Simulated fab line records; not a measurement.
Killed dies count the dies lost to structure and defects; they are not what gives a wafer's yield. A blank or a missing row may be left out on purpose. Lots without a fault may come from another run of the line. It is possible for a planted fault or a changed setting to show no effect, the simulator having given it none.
What tool caused it? / flow gf180mcu / 13 lots, 37 wafers sampled, at 5 steps of a route of 602

WHAT THE GAUGES SHOWED, per wafer
GF_VT_IMPLANT_RS_MEAS_46: the measuring method here is four-point-probe.
lot=L956; measured=day 7 23:30; on=filmMetro-04; MVSD_RS (ohm/sq)=456.6 455.8 456.4
lot=L957; measured=day 8 08:49; on=filmMetro-03; MVSD_RS (ohm/sq)=458.1 458.2 458.8
lot=L959; measured=day 8 17:12; on=filmMetro-01; MVSD_RS (ohm/sq)=456.6 458.0 457.1
lot=L961; measured=day 9 10:10; on=filmMetro-01; MVSD_RS (ohm/sq)=457.0 457.3 454.8
lot=L962; measured=day 9 18:20; on=filmMetro-01; MVSD_RS (ohm/sq)=455.7 455.9 457.2
lot=L963; measured=day 10 02:50; on=filmMetro-01; MVSD_RS (ohm/sq)=456.5 454.5 454.7
lot=L965; measured=day 11 04:07; on=filmMetro-03; MVSD_RS (ohm/sq)=456.6 456.1
lot=L971; measured=day 12 09:13; on=filmMetro-04; MVSD_RS (ohm/sq)=456.9 455.9 456.3
lot=L973; measured=day 12 19:56; on=filmMetro-03; MVSD_RS (ohm/sq)=458.7 458.4 458.8
lot=L974; measured=day 13 02:14; on=filmMetro-01; MVSD_RS (ohm/sq)=456.5 457.9 457.7
lot=L975; measured=day 13 10:20; on=filmMetro-04; MVSD_RS (ohm/sq)=455.8 456.4 457.5
lot=L976; measured=day 13 14:42; on=filmMetro-03; MVSD_RS (ohm/sq)=455.3 454.4
lot=L977; measured=day 13 21:18; on=filmMetro-01; MVSD_RS (ohm/sq)=455.6 454.3 454.3

GF_DUAL_GATE_OVL_MEAS_11.
lot=L956; measured=day 8 17:20; on=overlay-02; DUAL_GATE_OVL (nm)=1.7 -1.8 0.8
lot=L957; measured=day 9 03:28; on=overlay-02; DUAL_GATE_OVL (nm)=-0.3 0.8 2.9
lot=L959; measured=day 9 12:44; on=overlay-02; DUAL_GATE_OVL (nm)=0.5 -0.5 0.3
lot=L961; measured=day 10 06:17; on=overlay-02; DUAL_GATE_OVL (nm)=0.6 1.0 0.5
lot=L962; measured=day 10 14:43; on=overlay-02; DUAL_GATE_OVL (nm)=0.1 -0.3 1.8
lot=L963; measured=day 10 23:16; on=overlay-01; DUAL_GATE_OVL (nm)=1.1 1.3 0.9
lot=L965; measured=day 11 23:26; on=overlay-02; DUAL_GATE_OVL (nm)=-0.2 -0.4
lot=L971; measured=day 13 08:44; on=overlay-02; DUAL_GATE_OVL (nm)=0.7 0.1 0.9
lot=L973; measured=day 13 19:05; on=overlay-01; DUAL_GATE_OVL (nm)=1.2 0.7 0.1
lot=L974; measured=day 14 02:07; on=overlay-01; DUAL_GATE_OVL (nm)=2.1 0.7 1.7
lot=L975; measured=day 14 08:58; on=overlay-02; DUAL_GATE_OVL (nm)=2.0 1.1 1.0
lot=L976; measured=day 14 14:19; on=overlay-01; DUAL_GATE_OVL (nm)=1.2 2.1
lot=L977; measured=day 14 19:38; on=overlay-02; DUAL_GATE_OVL (nm)=2.6 3.2 2.8

GF_POLY_GATE_THK_MEAS_01.
lot=L956; measured=day 8 21:20; on=filmMetro-01; POLY_GATE_CVD_00_THK (nm)=199.7 199.8 198.9
lot=L957; measured=day 9 06:46; on=filmMetro-02; POLY_GATE_CVD_00_THK (nm)=198.3 199.3 199.3
lot=L959; measured=day 9 15:54; on=filmMetro-02; POLY_GATE_CVD_00_THK (nm)=197.9 199.3 198.5
lot=L961; measured=day 10 10:03; on=filmMetro-01; POLY_GATE_CVD_00_THK (nm)=200.2 198.8 199.0
lot=L962; measured=day 10 18:24; on=filmMetro-02; POLY_GATE_CVD_00_THK (nm)=299.0 297.4 299.5
lot=L963; measured=day 11 02:59; on=filmMetro-02; POLY_GATE_CVD_00_THK (nm)=294.9 294.1 293.8
lot=L965; measured=day 12 08:53; on=filmMetro-03; POLY_GATE_CVD_00_THK (nm)=200.8 198.2
lot=L971; measured=day 13 11:55; on=filmMetro-03; POLY_GATE_CVD_00_THK (nm)=200.4 198.7 199.4
lot=L973; measured=day 13 22:14; on=filmMetro-01; POLY_GATE_CVD_00_THK (nm)=202.7 202.8 202.3
lot=L974; measured=day 14 05:16; on=filmMetro-01; POLY_GATE_CVD_00_THK (nm)=203.2 201.7 201.2
lot=L975; measured=day 14 12:24; on=filmMetro-03; POLY_GATE_CVD_00_THK (nm)=197.8 199.4 198.2
lot=L976; measured=day 14 17:29; on=filmMetro-02; POLY_GATE_CVD_00_THK (nm)=199.0 200.1
lot=L977; measured=day 15 01:09; on=filmMetro-02; POLY_GATE_CVD_00_THK (nm)=201.7 201.0 201.4

TOOL THAT RAN EACH LOT (tool first, then ch and the chambers of the sampled wafers, then the start)
lot=L956; GF_VT_IMPLANT_STRIP_31=plasmaAsher-03 ch 1, day 7 07:39; GF_POLY_GATE_CVD_00=lpcvd-02 ch 0, day 8 20:00
lot=L957; GF_VT_IMPLANT_STRIP_31=plasmaAsher-01 ch 1, day 7 16:18; GF_POLY_GATE_CVD_00=lpcvd-01 ch 0, day 9 05:26
lot=L959; GF_VT_IMPLANT_STRIP_31=plasmaAsher-03 ch 0,1, day 8 00:40; GF_POLY_GATE_CVD_00=lpcvd-01 ch 1, day 9 14:34
lot=L961; GF_VT_IMPLANT_STRIP_31=plasmaAsher-02 ch 0,1, day 8 16:34; GF_POLY_GATE_CVD_00=lpcvd-01 ch 1, day 10 08:43
lot=L962; GF_VT_IMPLANT_STRIP_31=plasmaAsher-01 ch 0,1, day 9 01:01; GF_POLY_GATE_CVD_00=lpcvd-01 ch 0, day 10 17:04
lot=L963; GF_VT_IMPLANT_STRIP_31=plasmaAsher-02 ch 0,1, day 9 08:36; GF_POLY_GATE_CVD_00=lpcvd-01 ch 0, day 11 01:38
lot=L965; GF_VT_IMPLANT_STRIP_31=plasmaAsher-03 ch 0,1, day 10 09:21; GF_POLY_GATE_CVD_00=lpcvd-02 ch 1, day 12 07:31
lot=L971; GF_VT_IMPLANT_STRIP_31=plasmaAsher-02 ch 0,1, day 11 15:00; GF_POLY_GATE_CVD_00=lpcvd-02 ch 0, day 13 10:34
lot=L973; GF_VT_IMPLANT_STRIP_31=plasmaAsher-01 ch 0,1, day 12 00:42; GF_POLY_GATE_CVD_00=lpcvd-01 ch 1, day 13 20:54
lot=L974; GF_VT_IMPLANT_STRIP_31=plasmaAsher-01 ch 0,1, day 12 06:43; GF_POLY_GATE_CVD_00=lpcvd-01 ch 0, day 14 03:56
lot=L975; GF_VT_IMPLANT_STRIP_31=plasmaAsher-02 ch 0,1, day 12 14:34; GF_POLY_GATE_CVD_00=lpcvd-02 ch 0, day 14 11:04
lot=L976; GF_VT_IMPLANT_STRIP_31=plasmaAsher-02 ch 0,1, day 12 18:39; GF_POLY_GATE_CVD_00=lpcvd-02 ch 0, day 14 16:08
lot=L977; GF_VT_IMPLANT_STRIP_31=plasmaAsher-03 ch 0,1, day 13 01:03; GF_POLY_GATE_CVD_00=lpcvd-02 ch 1, day 14 23:48
- GF_VT_IMPLANT_STRIP_31: strips in O2/N2.
- GF_POLY_GATE_CVD_00: deposits poly-Si, target thk 200 nm, time 1200 s.

WHAT THE TOOLS THEMSELVES READ (means of the sampled wafers that have a number; where no wafer has one, the mark that the record gives instead)
GF_VT_IMPLANT_STRIP_31.
lot=L956; tool=plasmaAsher-03; drypumpMotorCurrentA (A)=5.39; heaterPowerW (W)=294; oesProductAu (a.u.)=0.717; stripTimeToEndpointS (s)=12.61
lot=L957; tool=plasmaAsher-01; drypumpMotorCurrentA (A)=5.52; heaterPowerW (W)=284; oesProductAu (a.u.)=0.716; stripTimeToEndpointS (s)=12.67
lot=L959; tool=plasmaAsher-03; drypumpMotorCurrentA (A)=5.35; heaterPowerW (W)=304; oesProductAu (a.u.)=0.719; stripTimeToEndpointS (s)=12.63
lot=L961; tool=plasmaAsher-02; drypumpMotorCurrentA (A)=5.35; heaterPowerW (W)=354; oesProductAu (a.u.)=0.718; stripTimeToEndpointS (s)=12.70
lot=L962; tool=plasmaAsher-01; drypumpMotorCurrentA (A)=5.62; heaterPowerW (W)=360; oesProductAu (a.u.)=0.720; stripTimeToEndpointS (s)=12.68
lot=L963; tool=plasmaAsher-02; drypumpMotorCurrentA (A)=5.55; heaterPowerW (W)=377; oesProductAu (a.u.)=0.717; stripTimeToEndpointS (s)=12.68
lot=L965; tool=plasmaAsher-03; drypumpMotorCurrentA (A)=5.33; heaterPowerW (W)=313; oesProductAu (a.u.)=0.705; stripTimeToEndpointS (s)=12.62
lot=L971; tool=plasmaAsher-02; drypumpMotorCurrentA (A)=5.51; heaterPowerW (W)=378; oesProductAu (a.u.)=0.716; stripTimeToEndpointS (s)=12.63
lot=L973; tool=plasmaAsher-01; drypumpMotorCurrentA (A)=5.63; heaterPowerW (W)=363; oesProductAu (a.u.)=0.714; stripTimeToEndpointS (s)=12.69
lot=L974; tool=plasmaAsher-01; drypumpMotorCurrentA (A)=5.62; heaterPowerW (W)=362; oesProductAu (a.u.)=0.713; stripTimeToEndpointS (s)=12.65
lot=L975; tool=plasmaAsher-02; drypumpMotorCurrentA (A)=5.53; heaterPowerW (W)=376; oesProductAu (a.u.)=0.718; stripTimeToEndpointS (s)=12.62
lot=L976; tool=plasmaAsher-02; drypumpMotorCurrentA (A)=5.43; heaterPowerW (W)=366; oesProductAu (a.u.)=0.718; stripTimeToEndpointS (s)=12.67
lot=L977; tool=plasmaAsher-03; drypumpMotorCurrentA (A)=5.32; heaterPowerW (W)=327; oesProductAu (a.u.)=0.714; stripTimeToEndpointS (s)=12.64

GF_POLY_GATE_CVD_00.
lot=L956; tool=lpcvd-02; pressureMtorr (mTorr)=199.8; spikeTcBottomC (C)=636; spikeTcCentreC (C)=620.9; spikeTcLowerC (C)=620.5; spikeTcTopC (C)=638.7; spikeTcUpperC (C)=619.9; susceptorTempC (C)=620.15
lot=L957; tool=lpcvd-01; pressureMtorr (mTorr)=200.0; spikeTcBottomC (C)=631; spikeTcCentreC (C)=620.5; spikeTcLowerC (C)=620.3; spikeTcTopC (C)=636.2; spikeTcUpperC (C)=619.7; susceptorTempC (C)=620.42
lot=L959; tool=lpcvd-01; pressureMtorr (mTorr)=199.5; spikeTcBottomC (C)=638; spikeTcCentreC (C)=617.7; spikeTcLowerC (C)=620.1; spikeTcTopC (C)=633.0; spikeTcUpperC (C)=619.1; susceptorTempC (C)=620.06
lot=L961; tool=lpcvd-01; pressureMtorr (mTorr)=199.8; spikeTcBottomC (C)=638; spikeTcCentreC (C)=619.6; spikeTcLowerC (C)=619.4; spikeTcTopC (C)=633.9; spikeTcUpperC (C)=620.1; susceptorTempC (C)=620.02
lot=L962; tool=lpcvd-01; pressureMtorr (mTorr)=199.7; spikeTcBottomC (C)=647; spikeTcCentreC (C)=636.3; spikeTcLowerC (C)=636.2; spikeTcTopC (C)=651.5; spikeTcUpperC (C)=636.7; susceptorTempC (C)=636.94
lot=L963; tool=lpcvd-01; pressureMtorr (mTorr)=199.6; spikeTcBottomC (C)=646; spikeTcCentreC (C)=636.1; spikeTcLowerC (C)=635.7; spikeTcTopC (C)=651.1; spikeTcUpperC (C)=637.0; susceptorTempC (C)=636.96
lot=L965; tool=lpcvd-02; pressureMtorr (mTorr)=199.9; spikeTcBottomC (C)=642; spikeTcCentreC (C)=618.8; spikeTcLowerC (C)=620.9; spikeTcTopC (C)=639.0; spikeTcUpperC (C)=618.6; susceptorTempC (C)=620.01
lot=L971; tool=lpcvd-02; pressureMtorr (mTorr)=200.0; spikeTcBottomC (C)=637; spikeTcCentreC (C)=621.1; spikeTcLowerC (C)=621.5; spikeTcTopC (C)=638.3; spikeTcUpperC (C)=620.5; susceptorTempC (C)=619.73
lot=L973; tool=lpcvd-01; pressureMtorr (mTorr)=199.7; spikeTcBottomC (C)=639; spikeTcCentreC (C)=618.4; spikeTcLowerC (C)=621.0; spikeTcTopC (C)=633.8; spikeTcUpperC (C)=619.6; susceptorTempC (C)=619.58
lot=L974; tool=lpcvd-01; pressureMtorr (mTorr)=200.1; spikeTcBottomC (C)=630; spikeTcCentreC (C)=620.4; spikeTcLowerC (C)=617.5; spikeTcTopC (C)=635.0; spikeTcUpperC (C)=620.1; susceptorTempC (C)=619.92
lot=L975; tool=lpcvd-02; pressureMtorr (mTorr)=200.6; spikeTcBottomC (C)=637; spikeTcCentreC (C)=621.0; spikeTcLowerC (C)=621.6; spikeTcTopC (C)=635.9; spikeTcUpperC (C)=620.3; susceptorTempC (C)=620.16
lot=L976; tool=lpcvd-02; pressureMtorr (mTorr)=199.8; spikeTcBottomC (C)=635; spikeTcCentreC (C)=622.6; spikeTcLowerC (C)=621.6; spikeTcTopC (C)=636.9; spikeTcUpperC (C)=618.5; susceptorTempC (C)=620.02
lot=L977; tool=lpcvd-02; pressureMtorr (mTorr)=200.0; spikeTcBottomC (C)=642; spikeTcCentreC (C)=619.6; spikeTcLowerC (C)=620.3; spikeTcTopC (C)=638.2; spikeTcUpperC (C)=619.6; susceptorTempC (C)=619.66

THE ANSWER, worked out from the rows above alone
Rule: what is usual is taken from the lots themselves. The widest of any qualifying gaps counts: lots, ordered by their means at a reading, are off when they make up no more than a third of the lots, leave a main group of 4 or more, and stand apart from it by 3 or more times the standard deviation of that group's means. A main group is skipped when, at the precision printed for the reading in the tables above, its means are all equal. A lot without any number at a reading at which 4 lots or more have one is off too. All remaining lots with rows at the step are treated as sound. First the gauges in route order, then the tools' own readings, where a lot's mean is used as printed above. At the first step where some lot is off, the reading lying furthest off is the one used; lots without a number count as furthest.
Off: at GF_POLY_GATE_THK_MEAS_01 (POLY_GATE_CVD_00_THK), L962, L963. Mean 199.9 nm and standard deviation 1.3 in the main group.
A tool fits if, at a process step before that reading, it ran every lot that is off, and no sound lot after the first of them. Not tried: the gauges at GF_POLY_GATE_THK_MEAS_01; whatever is off there is also off at GF_POLY_GATE_CVD_00, on other tools, and gauge error can't account for it. None of those tried fits.

WHAT WAS PUT IN BY THE SIMULATOR
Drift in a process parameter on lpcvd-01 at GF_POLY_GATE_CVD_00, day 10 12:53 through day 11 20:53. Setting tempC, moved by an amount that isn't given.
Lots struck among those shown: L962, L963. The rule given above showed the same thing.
